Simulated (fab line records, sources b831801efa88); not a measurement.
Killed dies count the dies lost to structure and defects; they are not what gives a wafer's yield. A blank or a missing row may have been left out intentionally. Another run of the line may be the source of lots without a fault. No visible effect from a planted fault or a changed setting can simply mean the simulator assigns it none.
fab line records :: flow sky130
record:
  lots: 14
  wafers: 42
  last_day: 50
route steps=708 shown LDD_N@251
lots that met no fault: from a run of the same line without faults
start_h: hours from the record's first day to the start of the lot's first wafer shown :: wait_h: hours since the lot's step before :: " unchanged from the row above :: L1.1+2: several wafers, shown together as one row :: - either no value or no given start :: * or withheld: withheld :: < > ~ a bound
route shown NAME@n: names a module that has steps shown in the file, with the first one's number in the route :: usual: average and standard deviation across the fault-free wafers :: same: alike in all rows :: chamber/n: place in a boat :: sites: readings site by site :: _std_site: how widely they spread, as a standard deviation :: _edge_site: inner sites' mean taken away from outer sites' mean :: radius_mm: for every site, how far away it sits from the centre of the wafer :: mask NAME#n: copy n :: behind: the most recent tool/chamber to have shaped the wafer :: hold: why the lot was held/for how many hours/how that ended :: device: whichever transistor did not switch (one of n, p or np) :: end of line: at the end of the route, the tests of the same wafers :: a step without rows: its recipe alone :: killed: dies that structure and defects cost at the first sort, which is not the same as the wafer's yield :: map: the dies of a wafer, with x for killed, . for not killed, _ for no die there
set.NAME: the setting the step ran with; set.NAME@STEP: the setting that earlier step ran with :: model.NAME: the simulator's own value behind a step, which no gauge read
one table for each step of the route and one row for each wafer, over a sample of lots
services: the hour from which a tool's chamber was out of use, counted from the record's first day as start_h (under 0 if before that day), plus the number of hours and why
== steps ==
step: SKY_LDD_N_IMPLANT_14
recipe:
  species: BF2
  energy_kev: 50
  dose_cm2: 5e+12
  tilt_deg: 30
  rotation_deg: 180
usual:
  beam_on_s: 10.01/0.19
  dose_ions_cm2: 5.001e+12/6e+09
lot.wafer: L208.1
tool: implanter-04
chamber: 0
start_h: 392.42
wait_h: 0.1
beam_on_s: 10.03
dose_ions_cm2: 5e+12

lot.wafer: L208.4
tool: implanter-04
chamber: 0
start_h: 392.42
wait_h: 0.1
beam_on_s: 10.18
dose_ions_cm2: 5.002e+12

lot.wafer: L208.6
tool: implanter-04
chamber: 0
start_h: 392.42
wait_h: 0.1
beam_on_s: 9.64
dose_ions_cm2: 5.003e+12

lot.wafer: L209.1
tool: implanter-02
chamber: 0
start_h: 401.88
wait_h: 0.1
beam_on_s: 10.28
dose_ions_cm2: 4.996e+12

lot.wafer: L209.3
tool: implanter-02
chamber: 0
start_h: 401.88
wait_h: 0.1
beam_on_s: 10.05
dose_ions_cm2: 5.006e+12

lot.wafer: L209.4
tool: implanter-02
chamber: 0
start_h: 401.88
wait_h: 0.1
beam_on_s: 10.20
dose_ions_cm2: 5.002e+12

lot.wafer: L210.2
tool: implanter-02
chamber: 0
start_h: 422.25
wait_h: 0.1
beam_on_s: 10.16
dose_ions_cm2: 5.005e+12

lot.wafer: L210.5
tool: implanter-02
chamber: 0
start_h: 422.25
wait_h: 0.1
beam_on_s: 9.95
dose_ions_cm2: 5.002e+12

lot.wafer: L210.6
tool: implanter-02
chamber: 0
start_h: 422.25
wait_h: 0.1
beam_on_s: 9.79
dose_ions_cm2: 5.008e+12

lot.wafer: L212.1
tool: implanter-03
chamber: 0
start_h: 434.58
wait_h: 0.1
beam_on_s: 10.32
dose_ions_cm2: 5.002e+12

lot.wafer: L212.3
tool: implanter-03
chamber: 0
start_h: 434.58
wait_h: 0.1
beam_on_s: 10.12
dose_ions_cm2: 4.998e+12

lot.wafer: L212.5
tool: implanter-03
chamber: 0
start_h: 434.58
wait_h: 0.1
beam_on_s: 9.87
dose_ions_cm2: 4.996e+12

lot.wafer: L211.1
tool: implanter-04
chamber: 0
start_h: 437.13
wait_h: 0.1
beam_on_s: 10.20
dose_ions_cm2: 4.997e+12

lot.wafer: L211.3
tool: implanter-04
chamber: 0
start_h: 437.13
wait_h: 0.1
beam_on_s: 10.14
dose_ions_cm2: 5e+12

lot.wafer: L211.6
tool: implanter-04
chamber: 0
start_h: 437.13
wait_h: 0.1
beam_on_s: 9.91
dose_ions_cm2: 4.99e+12

lot.wafer: L213.2
tool: implanter-04
chamber: 0
start_h: 445.31
wait_h: 0.1
beam_on_s: 10.24
dose_ions_cm2: 5.001e+12

lot.wafer: L213.3
tool: implanter-04
chamber: 0
start_h: 445.31
wait_h: 0.1
beam_on_s: 10.01
dose_ions_cm2: 4.999e+12

lot.wafer: L213.4
tool: implanter-04
chamber: 0
start_h: 445.31
wait_h: 0.1
beam_on_s: 9.51
dose_ions_cm2: 5.013e+12

lot.wafer: L215.2
tool: implanter-02
chamber: 0
start_h: 464.30
wait_h: 0.1
beam_on_s: 9.73
dose_ions_cm2: 5.001e+12

lot.wafer: L215.4
tool: implanter-02
chamber: 0
start_h: 464.30
wait_h: 0.1
beam_on_s: 9.90
dose_ions_cm2: 4.994e+12

lot.wafer: L215.5
tool: implanter-02
chamber: 0
start_h: 464.30
wait_h: 0.1
beam_on_s: 9.87
dose_ions_cm2: 5.01e+12

lot.wafer: L216.2
tool: implanter-04
chamber: 0
start_h: 471.66
wait_h: 0.1
beam_on_s: 9.99
dose_ions_cm2: 4.991e+12

lot.wafer: L216.4
tool: implanter-04
chamber: 0
start_h: 471.66
wait_h: 0.1
beam_on_s: 10.06
dose_ions_cm2: 4.999e+12

lot.wafer: L216.6
tool: implanter-04
chamber: 0
start_h: 471.66
wait_h: 0.1
beam_on_s: 10.08
dose_ions_cm2: 4.987e+12

lot.wafer: L225.1
tool: implanter-04
chamber: 0
start_h: 550.04
wait_h: 0.1
beam_on_s: 9.99
dose_ions_cm2: 5.176e+12

lot.wafer: L225.3
tool: implanter-04
chamber: 0
start_h: 550.04
wait_h: 0.1
beam_on_s: 9.75
dose_ions_cm2: 5.179e+12

lot.wafer: L225.6
tool: implanter-04
chamber: 0
start_h: 550.04
wait_h: 0.1
beam_on_s: 9.96
dose_ions_cm2: 5.17e+12

lot.wafer: L226.1
tool: implanter-04
chamber: 0
start_h: 553.22
wait_h: 0.1
beam_on_s: 10.22
dose_ions_cm2: 5.172e+12

lot.wafer: L226.2
tool: implanter-04
chamber: 0
start_h: 553.22
wait_h: 0.1
beam_on_s: 10.06
dose_ions_cm2: 5.169e+12

lot.wafer: L226.4
tool: implanter-04
chamber: 0
start_h: 553.22
wait_h: 0.1
beam_on_s: 10.12
dose_ions_cm2: 5.169e+12

lot.wafer: L227.1
tool: implanter-02
chamber: 0
start_h: 568.33
wait_h: 0.1
beam_on_s: 10.16
dose_ions_cm2: 5.008e+12

lot.wafer: L227.2
tool: implanter-02
chamber: 0
start_h: 568.33
wait_h: 0.1
beam_on_s: 10.13
dose_ions_cm2: 4.999e+12

lot.wafer: L227.5
tool: implanter-02
chamber: 0
start_h: 568.33
wait_h: 0.1
beam_on_s: 9.86
dose_ions_cm2: 5.011e+12

lot.wafer: L228.3
tool: implanter-03
chamber: 0
start_h: 578.23
wait_h: 0.1
beam_on_s: 9.93
dose_ions_cm2: 4.997e+12

lot.wafer: L228.5
tool: implanter-03
chamber: 0
start_h: 578.23
wait_h: 0.1
beam_on_s: 10.06
dose_ions_cm2: 5.003e+12

lot.wafer: L228.6
tool: implanter-03
chamber: 0
start_h: 578.23
wait_h: 0.1
beam_on_s: 9.74
dose_ions_cm2: 5.009e+12

lot.wafer: L229.1
tool: implanter-03
chamber: 0
start_h: 589.18
wait_h: 0.1
beam_on_s: 9.96
dose_ions_cm2: 5.008e+12

lot.wafer: L229.3
tool: implanter-03
chamber: 0
start_h: 589.18
wait_h: 0.1
beam_on_s: 10.05
dose_ions_cm2: 4.998e+12

lot.wafer: L229.6
tool: implanter-03
chamber: 0
start_h: 589.18
wait_h: 0.1
beam_on_s: 10.02
dose_ions_cm2: 4.994e+12

lot.wafer: L230.1
tool: implanter-03
chamber: 0
start_h: 604.51
wait_h: 0.1
beam_on_s: 9.80
dose_ions_cm2: 5.004e+12

lot.wafer: L230.2
tool: implanter-03
chamber: 0
start_h: 604.51
wait_h: 0.1
beam_on_s: 10.09
dose_ions_cm2: 5.004e+12

lot.wafer: L230.4
tool: implanter-03
chamber: 0
start_h: 604.51
wait_h: 0.1
beam_on_s: 10.07
dose_ions_cm2: 5.02e+12
== services ==
tool: implanter-02
chamber: -
start_h: 403.34
hours: 5.1
kind: pm

tool: implanter-03
chamber: -
start_h: 419.49
hours: 3.8
kind: pm

tool: implanter-04
chamber: -
start_h: 429.51
hours: 4.5
kind: repair

tool: implanter-03
chamber: -
start_h: 438.41
hours: 15.5
kind: repair

tool: implanter-02
chamber: -
start_h: 472.52
hours: 5.5
kind: repair

tool: implanter-03
chamber: -
start_h: 504.68
hours: 0.7
kind: repair

tool: implanter-02
chamber: -
start_h: 576.07
hours: 6.2
kind: pm

tool: implanter-04
chamber: -
start_h: 602.22
hours: 1.7
kind: repair
== key ==
first_sign:
  step: SKY_LDD_N_IMPLANT_14
  reading: dose_ions_cm2
  direction: up
  sigmas: 28
  usual: *
  struck: *
effect none on later readings
met_at SKY_LDD_N_IMPLANT_14
struck_lots L225,L226
tester_left_out L225,L226
onset_between 471.66 550.04
fault:
  kind: process_parameter_drift
  tool: implanter-04
  chamber: -
  onset_h: 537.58
  steps: SKY_LDD_N_IMPLANT_14
  channel: dose_cm2
  offset: *
  shape: step
  end_h: 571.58
  acts_in: *
  stated: *
tester_left_out: of these lots the tester's yield and bins aren't shown, on N5 and GAA mostly nor the transistor test; their killed dies are dies lost to structure and defects alone, not to doping, threshold or leakage, so they don't give the yield
